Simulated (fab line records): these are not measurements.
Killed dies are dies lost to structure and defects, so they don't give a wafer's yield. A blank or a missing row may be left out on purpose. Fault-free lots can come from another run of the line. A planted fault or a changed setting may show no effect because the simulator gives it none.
fab line records | flow sky130
record: lots: 12 wafers: 36 last_day: 49
route steps=708 shown PASSIVATION@683 PAD_OPEN@701
lots that met no fault: taken from a fault-free run of the same line
start_h: hours from the record's opening day to when the first of the lot's shown wafers began | wait_h: hours elapsed since this lot's preceding step | " as in the row above | L1.1+2: one row covering several wafers at once | - no value, or no start given | * or withheld: withheld | < > ~ a bound
route shown NAME@n: names a module that has steps shown in the file, with the first one's number in the route | usual: average and standard deviation across the fault-free wafers | same: alike in all rows | chamber/n: place in a boat | sites: per-site readings | _std_site: the standard deviation of these | _edge_site: outer sites' mean less inner sites' | radius_mm: for every site, how far away it sits from the centre of the wafer | mask NAME#n: copy n | behind: tool/chamber where the wafer was last shaped | hold: reason for holding the lot/hours on hold/outcome of the hold | device: transistor that didn't switch, given as n, p or np | end of line: the tests these same wafers got at the end of their route | for a step that has no rows: nothing shown but its recipe | killed: at the first sort, the dies lost to defects and structure; wafer yield is something else | map: a wafer's dies, marking killed ones x, the rest . and places with no die _
set.NAME: the setting the step ran with; set.NAME@STEP: the setting that earlier step ran with | model.NAME: the simulator's own value behind a step, which no gauge read
route steps across a sampled set of lots; one table per step, one row per wafer
services: a tool's chamber out of use, with start hour (start_h, from the record's first day; less than 0 if before it), hours out, and reason
== steps ==
step: SKY_PASSIVATION_CVD_02
recipe: material: Si3N4 target_thk_nm: 540 temp_c: 400 time_s: withheld rf_w: 450
usual: heater_power_w: 704/110 rf_fwd_power_W: 448.8/1.4
columns lot.wafer tool chamber start_h wait_h heater_power_w rf_fwd_power_W
L762.1 pecvd-04 0 1045.20 0.1 655 449.3
L762.2 " 2 " " 659 452.0
L762.6 " 1 " " 578 450.5
L763.4 pecvd-04 1 1070.44 0.1 608 448.7
L763.5 " 2 " " 631 448.0
L763.6 " 0 " " 726 449.9
L764.3 pecvd-04 2 1075.26 0.0 684 450.1
L764.5 " 0 " " 697 447.0
L764.6 " 1 " " 676 449.2
L765.1 pecvd-03 2 1086.84 0.1 868 451.0
L765.4 " 0 " " 800 446.7
L765.6 " 1 " " 676 450.2
L766.2 pecvd-03 0 1088.56 0.0 851 449.8
L766.4 " 2 " " 882 449.5
L766.5 " 1 " " 681 448.5
L770.2 pecvd-03 1 1102.64 0.0 702 448.8
L770.4 " 1 " " 715 448.5
L770.5 " 2 " " 723 446.7
L768.2 pecvd-03 2 1104.33 0.0 850 448.7
L768.4 " 2 " " 856 448.0
L768.6 " 0 " " 839 449.8
L769.1 pecvd-02 2 1105.16 0.1 532 447.5
L769.2 " 0 " " 629 451.6
L769.6 " 2 " " 547 447.0
L771.3 pecvd-02 1 1111.11 0.0 770 447.6
L771.4 " 2 " " 608 448.0
L771.5 " 1 " " 815 452.0
L775.1 pecvd-02 1 1122.96 0.1 879 449.3
L775.5 " 1 " " 893 448.3
L775.6 " 0 " " 645 448.0
L776.3 pecvd-02 2 1127.40 0.0 505 628.3
L776.5 " 0 " " 591 627.5
L776.6 " 1 " " 865 627.4
L777.2 pecvd-02 2 1138.11 0.0 542 629.9
L777.3 " 0 " " 573 627.7
L777.4 " 1 " " 676 628.3
step: SKY_PASSIVATION_THK_MEAS_03
recipe: reads: Si3N4_of_PASSIVATION_CVD_02
usual: PASSIVATION_CVD_02_THK: 540/8.5
columns lot.wafer tool chamber start_h wait_h hold PASSIVATION_CVD_02_THK[nm]
L762.1 film_metro-03 - 1045.43 - - 531
L762.2 " - " " - 536
L762.6 " - " " - 549
L763.4 film_metro-01 - 1070.58 - - 541
L763.5 " - " " - 544
L763.6 " - " " - 538
L764.3 film_metro-01 - 1075.51 - - 541
L764.5 " - " " - 536
L764.6 " - " " - 554
L765.1 film_metro-01 - 1087.07 - - 539
L765.4 " - " " - 552
L765.6 " - " " - 547
L766.2 film_metro-01 - 1088.79 - - 545
L766.4 " - " " - 554
L766.5 " - " " - 545
L770.2 film_metro-02 - 1102.88 - - 547
L770.4 " - " " - 557
L770.5 " - " " - 551
L768.2 film_metro-01 - 1104.56 - - 539
L768.4 " - " " - 545
L768.6 " - " " - 544
L769.1 film_metro-01 - 1105.38 - - 527
L769.2 " - " " - 539
L769.6 " - " " - 541
L771.3 film_metro-02 - 1111.36 - - 524
L771.4 " - " " - 545
L771.5 " - " " - 537
L775.1 film_metro-01 - 1123.19 - - 527
L775.5 " - " " - 532
L775.6 " - " " - 542
L776.3 film_metro-02 - 1127.65 - await_dispo/0.2h/release 594
L776.5 " - " " await_dispo/0.2h/release 604
L776.6 " - " " await_dispo/0.2h/release 594
L776.3 film_metro-02 - 1127.88 0.2 - 593
L776.5 " - " " - 604
L776.6 " - " " - 594
L777.2 film_metro-01 - 1138.34 - await_dispo/0.2h/release 594
L777.3 " - " " await_dispo/0.2h/release 594
L777.4 " - " " await_dispo/0.2h/release 588
L777.2 film_metro-01 - 1138.62 0.3 - 594
L777.3 " - " " - 594
L777.4 " - " " - 588
step: SKY_PAD_OPEN_ETCH_07
recipe: chemistry: CF4/O2 target_depth_nm: 725 stop_on: AlCu source_w: 800 bias_w: 150 pressure_mtorr: 150 cf4_flow_sccm: 80 O2_flow_sccm: 10 time_s: 161.1
usual: chamber_pressure_mTorr: 150.01/0.14 drypump_motor_current_A: 5.7/0.39 oes_product_au: 0.978/0.0079 throttle_valve_pct: 5.965/0.0096
columns lot.wafer tool chamber start_h wait_h chamber_pressure_mTorr drypump_motor_current_A oes_product_au rf_hours_counter_h throttle_valve_pct
L762.1 rie_diel-03 2 1087.96 - 149.94 6.2 0.979 17 5.975
L762.2 " 1 " " 150.08 5.7 0.969 25 5.951
L762.6 " 2 " " 150.22 6.2 0.979 - 5.976
L763.4 rie_diel-04 2 1110.55 - 150.22 6.3 0.969 22 5.971
L763.5 " 2 " " 150.25 6.3 0.982 - 5.956
L763.6 " 3 " " 149.81 5.8 0.983 - 5.958
L764.3 rie_diel-03 1 1115.75 - 149.89 5.6 0.976 26 5.963
L764.5 " 2 " " 150.05 6.2 0.976 - 5.966
L764.6 " 1 " " 150.30 5.6 0.987 - 5.967
L765.1 rie_diel-04 1 1126.15 - 150.20 5.2 0.972 19 5.981
L765.4 " 3 " " 150.31 5.8 0.987 30 5.959
L765.6 " 1 " " 149.93 5.2 0.992 - 5.975
L766.2 rie_diel-04 0 1128.45 - 150.21 6.0 0.987 22 5.958
L766.4 " 1 " " 150.08 5.2 0.985 19 5.949
L766.5 " 1 " " 150.03 5.2 0.982 - 5.960
L770.2 rie_diel-04 0 1142.11 - 150.20 6.0 0.977 23 5.944
L770.4 " 2 " " 149.98 6.3 0.998 24 5.960
L770.5 " 1 " " 149.82 5.2 0.994 - 5.977
L768.2 rie_diel-04 2 1143.60 - 150.37 6.3 0.985 24 5.969
L768.4 " 1 " " 150.05 5.2 0.983 20 5.984
L768.6 " 1 " " 150.14 5.2 0.990 - 5.960
L769.1 rie_diel-03 0 1144.75 - 149.93 5.5 0.977 17 5.967
L769.2 " 3 " " 149.97 5.2 0.984 20 5.966
L769.6 " 3 " " 149.94 5.2 0.986 - 5.951
L771.3 rie_diel-02 3 1149.96 - 150.06 5.7 0.968 20 5.959
L771.4 " 0 " " 150.01 5.3 0.984 21 5.996
L771.5 " 3 " " 150.28 5.7 0.974 - 5.984
L775.1 rie_diel-03 0 1161.41 - 150.00 5.5 0.966 18 5.958
L775.5 " 0 " " 150.02 5.5 0.969 - 5.981
L775.6 " 3 " " 149.73 5.2 0.984 - 5.967
L776.3 rie_diel-04 3 1163.86 - 149.97 5.8 1.007 32 5.986
L776.5 " 2 " " 149.93 6.3 0.976 - 5.951
L776.6 " 3 " " 149.96 5.8 1.009 - 5.965
L777.2 rie_diel-04 0 1173.71 - 150.15 6.0 0.989 24 5.989
L777.3 " 1 " " 150.05 5.2 1.013 21 5.973
L777.4 " 2 " " 150.01 6.3 1.007 25 5.973
== services ==
columns tool chamber start_h hours kind
pecvd-04 - 1022.34 5.5 pm
rie_diel-03 1 1039.47 5.5 repair
rie_diel-03 3 1064.53 21.6 repair
pecvd-03 1 1068.04 2.1 scheduled_down
rie_diel-04 0 1073.44 4.2 repair
rie_diel-04 0 1078.70 1.5 repair
rie_diel-04 - 1083.23 0.9 repair
rie_diel-04 - 1093.01 1.7 repair
pecvd-03 2 1112.85 5.0 scheduled_down
rie_diel-03 1 1118.81 2.8 repair
rie_diel-02 0 1133.92 7.3 repair
rie_diel-03 - 1137.75 2.8 pm
rie_diel-03 2 1141.87 3.6 repair
pecvd-04 2 1146.35 6.6 repair
pecvd-03 0 1150.13 4.0 repair
pecvd-03 0 1154.18 5.5 scheduled_down
pecvd-02 1 1160.57 2.1 scheduled_down
pecvd-04 1 1162.83 2.1 scheduled_down
== key ==
first_sign: step: SKY_PASSIVATION_CVD_02 reading: rf_fwd_power_W direction: up sigmas: 99+ usual: 448.8 struck: 628.2
effect: step: SKY_PASSIVATION_THK_MEAS_03 reading: visit direction: added
effect: step: SKY_PASSIVATION_THK_MEAS_03 reading: PASSIVATION_CVD_02_THK direction: up sigmas: 6.5 usual: 540 struck: 595
effect: step: SKY_PAD_OPEN_ETCH_07 reading: oes_product_au direction: up sigmas: 2.8 usual: 0.978 struck: 1.000 wafers_moved: 5
met_at SKY_PASSIVATION_CVD_02
struck_lots L776,L777
onset_between 1122.96 1127.40
fault: kind: process_parameter_drift tool: pecvd-02 chamber: - onset_h: 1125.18 steps: SKY_PASSIVATION_CVD_02 channel: rf_w offset: 180 shape: step end_h: 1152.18 acts_in: these_recipes_only stated: 450
